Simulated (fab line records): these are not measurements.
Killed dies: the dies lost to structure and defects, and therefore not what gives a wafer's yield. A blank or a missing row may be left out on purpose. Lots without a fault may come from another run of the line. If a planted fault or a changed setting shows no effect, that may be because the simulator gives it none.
Comparing a struck lot with a sound one -- flow gf180mcu -- 15 steps out of a route of 602
Sound: wafers L142.1, L142.3, L142.6. Struck: wafers L154.3, L154.5, L154.6. Last of all comes the cause.
For every step that has rows: the tool of each side, followed by ch and its chambers, followed by its first start. Under that, the readings that differ: sound wafers -- struck wafers -- difference of the means -- sigmas: that difference in standard deviations of wafers without a fault.
alike: words and numbers the same on both sides, and readings whose means are apart by under 2 such deviations; not compared: readings that were withheld, readings missing a value for some wafer, numbers with overlapping values and no deviation given by the record, and bounds like >300 which may hide the same value.
A row with sigmas, a row that says differs or no value, or rows on one side alone: a step with any of these is where the two part. When numbers do not overlap yet have no deviation, they are printed without sigmas and do not part them. A reading missing from all wafers of one side parts the sides only when that side holds two or more wafers.

GF_PASSIVATION_CVD_00: deposits SiO2 from TEOS, target thk 1000 nm, time 111.95 s.
  sound on pecvd-02 ch 0,2, day 28 03:52; struck on pecvd-04 ch 0,1, day 31 16:51
  alike: heater power w
GF_PASSIVATION_THK_MEAS_01:
  sound on film metro-01 at day 28 03:58; struck on film metro-01 at day 31 16:57
  alike: PASSIVATION_CVD_00_THK
GF_PASSIVATION_CVD_02: deposits Si3N4, target thk 700 nm, time 486.18 s.
  sound on pecvd-04 ch 1,2, day 28 04:02; struck on pecvd-02 ch 0,1,2, day 31 16:59
  alike: heater power w
GF_PASSIVATION_THK_MEAS_03:
  sound on film metro-03 at day 28 04:28; struck on film metro-01 at day 31 17:17
  alike: PASSIVATION_CVD_02_THK
then, 7 steps without rows for these wafers: GF_PASSIVATION_DEHYDRATE_04 (time 60 s); GF_PASSIVATION_HMDS_05 (prime time 60 s); GF_PASSIVATION_COAT_06 (resist thk 4000 nm); GF_PASSIVATION_SOFTBAKE_07; GF_PASSIVATION_EXPOSE_08 (exposes mask Pad, target cd 40000 nm); GF_PASSIVATION_PEB_09; GF_PASSIVATION_DEVELOP_10 (develop time 60 s).
GF_PASSIVATION_ETCH_11: etches the open film in CF4/O2, stops on TiN, target depth 1800 nm, time 400 s.
  sound on rie diel-01 ch 0,2,3, day 28 23:46; struck on rie diel-01 ch 0,3, day 32 09:40
  alike: O2_flow_sccm, cf4 flow sccm, drypump motor current A, oes product au, throttle valve pct
  not compared: rf hours counter h
GF_PASSIVATION_STRIP_12: strips in O2/N2.
  sound on plasma asher-02 ch 0,1, day 29 00:00; struck on plasma asher-01 ch 0,1, day 32 09:56
  no value came back on the struck wafers for any of 5 readings (chamber pressure mTorr (mTorr), drypump motor current A (A) and others); on the sound wafers chamber pressure mTorr (mTorr) reads 1500.5 1498.6 1499.5
reading,sound,struck,difference,sigmas
model.coat_of_PASSIVATION_COAT_06.thk nm (nm),0 0 0,2778 2805 2843,+2809,
  not compared: rf hours counter h
then, 1 step without rows for these wafers: GF_PASSIVATION_ANNEAL_13 (time 1800 s).
GF_PASSIVATION_BOW_MEAS_14:
  sound on film metro-04 at day 29 01:38; struck on film metro-01 at day 32 11:50
reading,sound,struck,difference,sigmas
PASSIVATION_BOW (um),145 136 114,- - -,no value on the struck wafers,
  not compared: hold

## WHERE THEY PART
Last at GF_PASSIVATION_BOW_MEAS_14 as far as this record goes, first at GF_PASSIVATION_STRIP_12.

WHY: the cause the simulator had injected
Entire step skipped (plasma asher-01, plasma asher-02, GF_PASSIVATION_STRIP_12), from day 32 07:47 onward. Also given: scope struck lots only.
